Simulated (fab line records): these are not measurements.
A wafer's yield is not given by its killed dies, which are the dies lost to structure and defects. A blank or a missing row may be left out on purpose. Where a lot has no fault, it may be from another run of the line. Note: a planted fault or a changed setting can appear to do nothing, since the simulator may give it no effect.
Matching of chambers / flow sky130 / cmp-02 running SKY_VIA2_CMP_02: 4 sister chambers
The step polishes SiO2. 8 wafers are shown with their chamber, then 8 later ones without.

WAFERS PAIRED WITH THEIR CHAMBERS
wafer=L231.3; chamber=0; motor current A (A)=9.5; slurry filter dp kPa (kPa)=13.64
wafer=L236.2; chamber=3; motor current A (A)=11.6; slurry filter dp kPa (kPa)=13.49
wafer=L236.4; chamber=2; motor current A (A)=11.4; slurry filter dp kPa (kPa)=13.33
wafer=L236.6; chamber=1; motor current A (A)=12.4; slurry filter dp kPa (kPa)=13.36
wafer=L241.1; chamber=0; motor current A (A)=9.7; slurry filter dp kPa (kPa)=13.63
wafer=L241.3; chamber=3; motor current A (A)=11.2; slurry filter dp kPa (kPa)=13.53
wafer=L241.4; chamber=2; motor current A (A)=11.1; slurry filter dp kPa (kPa)=13.42
wafer=L242.1; chamber=1; motor current A (A)=13.3; slurry filter dp kPa (kPa)=13.42

WAFERS WITH NO CHAMBER GIVEN
wafer=L242.2; motor current A (A)=10.4; slurry filter dp kPa (kPa)=13.42
wafer=L242.3; motor current A (A)=11.5; slurry filter dp kPa (kPa)=13.43
wafer=L243.2; motor current A (A)=9.7; slurry filter dp kPa (kPa)=13.46
wafer=L243.4; motor current A (A)=11.4; slurry filter dp kPa (kPa)=13.35
wafer=L243.6; motor current A (A)=11.8; slurry filter dp kPa (kPa)=13.45
wafer=L248.1; motor current A (A)=10.0; slurry filter dp kPa (kPa)=13.45
wafer=L248.4; motor current A (A)=11.4; slurry filter dp kPa (kPa)=13.44
wafer=L248.6; motor current A (A)=12.6; slurry filter dp kPa (kPa)=13.47

THE CHAMBER EACH PASSED THROUGH
wafer=L242.2; from the rows above=can't be placed: 2 or 3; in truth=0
wafer=L242.3; from the rows above=can't be placed: 2 or 3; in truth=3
wafer=L243.2; from the rows above=can't be placed: 0 or 2 or 3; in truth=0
wafer=L243.4; from the rows above=2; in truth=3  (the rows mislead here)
wafer=L243.6; from the rows above=can't be placed: 3 or 2 or 1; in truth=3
wafer=L248.1; from the rows above=can't be placed: 2 or 3 or 0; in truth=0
wafer=L248.4; from the rows above=can't be placed: 2 or 3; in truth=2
wafer=L248.6; from the rows above=can't be placed: 1 or 3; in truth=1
Placed correctly: 0 of 8. Unplaceable from these rows: 7, with the true chamber sitting among the candidates in 6. Wrongly placed: 1.
How it was worked out, from the rows above alone: a wafer's distance from a chamber is the root of the sum, over the readings, of the square of ((its reading less the chamber's mean) divided by the reading's scatter). If the next closest chamber is less than 2 further off than the closest, the wafer can't be placed; otherwise it belongs to the closest. A chamber's mean is the mean of its shown wafers. The scatter is the square root of a quotient: the sum, over the shown wafers, of each reading's squared deviation from its chamber's mean, divided by wafers minus chambers.
